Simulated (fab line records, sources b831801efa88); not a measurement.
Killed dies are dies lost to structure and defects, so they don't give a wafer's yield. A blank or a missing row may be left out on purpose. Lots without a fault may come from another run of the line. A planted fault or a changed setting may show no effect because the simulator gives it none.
Split-lot experiment | flow gf180mcu | 5 lots, 23 wafers read, on a route of 602 steps

THE SPLIT
At GF_PSD_EXPOSE_04 (exposes mask Pplus, target cd 400 nm), the setting dose_mj was moved away from the recipe's 140 on 6 of the 23 wafers read, by -6.4% to +5.1%. The other wafers ran this setting at the recipe's value.

FROM THE SPLIT TO THE READING: what the file shows between them, 2 steps
- GF_PSD_PEB_05
- GF_PSD_DEVELOP_06: develop time 57.92 s

THE READING
cd_nm, in nm, at GF_PSD_CD_MEAS_07 (target cd 400 nm). Fault-free wafers of this fab line usually give 399.7 nm, standard deviation 2.8 nm.

wafer  | tool, chamber at the split | dose_mj as run | against the recipe | cd_nm, nm | against lot-mates on the recipe
L076.1 | iline_stepper-01, 0        | 140            | recipe             | 397.9     | -
L076.4 | iline_stepper-01, 0        | 140            | recipe             | 402.0     | -
L076.5 | iline_stepper-01, 0        | 140            | recipe             | 400.0     | -
L077.1 | iline_stepper-01, 0        | 140            | recipe             | 400.5     | -
L077.2 | iline_stepper-01, 0        | 140            | recipe             | 400.8     | -
L077.3 | iline_stepper-01, 0        | 131            | -6.4%              | 382.8     | -17.5
L077.5 | iline_stepper-01, 0        | 131            | -6.4%              | 378.5     | -21.8
L077.6 | iline_stepper-01, 0        | 140            | recipe             | 399.7     | -
L081.1 | iline_stepper-01, 0        | 140            | recipe             | 400.5     | -
L081.2 | iline_stepper-01, 0        | 140            | recipe             | 402.2     | -
L081.4 | iline_stepper-01, 0        | 140            | recipe             | 399.0     | -
L081.5 | iline_stepper-01, 0        | 140            | recipe             | 400.0     | -
L081.6 | iline_stepper-01, 0        | 140            | recipe             | 399.2     | -
L082.1 | iline_stepper-02, 0        | 147.2          | +5.1%              | 414.7     | +14.3
L082.2 | iline_stepper-02, 0        | 147.2          | +5.1%              | 411.7     | +11.3
L082.3 | iline_stepper-02, 0        | 140            | recipe             | 399.4     | -
L082.4 | iline_stepper-02, 0        | 140            | recipe             | 400.1     | -
L082.5 | iline_stepper-02, 0        | 140            | recipe             | 401.6     | -
L083.1 | iline_stepper-01, 0        | 146.5          | +4.6%              | 410.6     | +13.3
L083.2 | iline_stepper-01, 0        | 140            | recipe             | 396.4     | -
L083.3 | iline_stepper-01, 0        | 140            | recipe             | 396.6     | -
L083.4 | iline_stepper-01, 0        | 140            | recipe             | 398.8     | -
L083.6 | iline_stepper-01, 0        | 146.5          | +4.6%              | 408.7     | +11.4

THE FIT
A straight line over all 23 wafers: cd_nm changes by +2.68 nm for each +1% of dose_mj; r = +0.97; the points scatter about the line by 1.9 nm.
The same after taking each lot's own level away (the mean of its wafers on the recipe; 23 wafers): +2.81 nm for each +1%; r = +0.98; scatter 1.5 nm.
On that fit, the largest move of dose_mj shifts the reading by 18 nm.
The lots' own levels span 397.27 to 400.37 nm, that is 1.1 times the standard deviation above.
So the lot-to-lot level changes the slope little: the two slopes agree.
Check: with one of the wafers moved furthest among these (-6.4%) left out of the fit, the line predicts -18.8 nm for it against its lot-mates. It came out at -17.5 nm against them.

THE WHOLE CHAIN: every reading that the file lists as answering this split, in the file's order
step              | what it does         | reading                                                    | change (the file's fit)             | r (the file's)
GF_PSD_DEVELOP_06 | develop time 57.92 s | PSD.cd_nm (the simulator's own value, which no gauge read) | +2.8 nm for each +1% of the setting | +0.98
GF_PSD_CD_MEAS_07 | target cd 400 nm     | cd_nm                                                      | +2.8 nm for each +1% of the setting | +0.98

THE FILE'S OWN FIT
cd_nm changes by +2.8 nm for each +1% of dose_mj, r = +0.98.
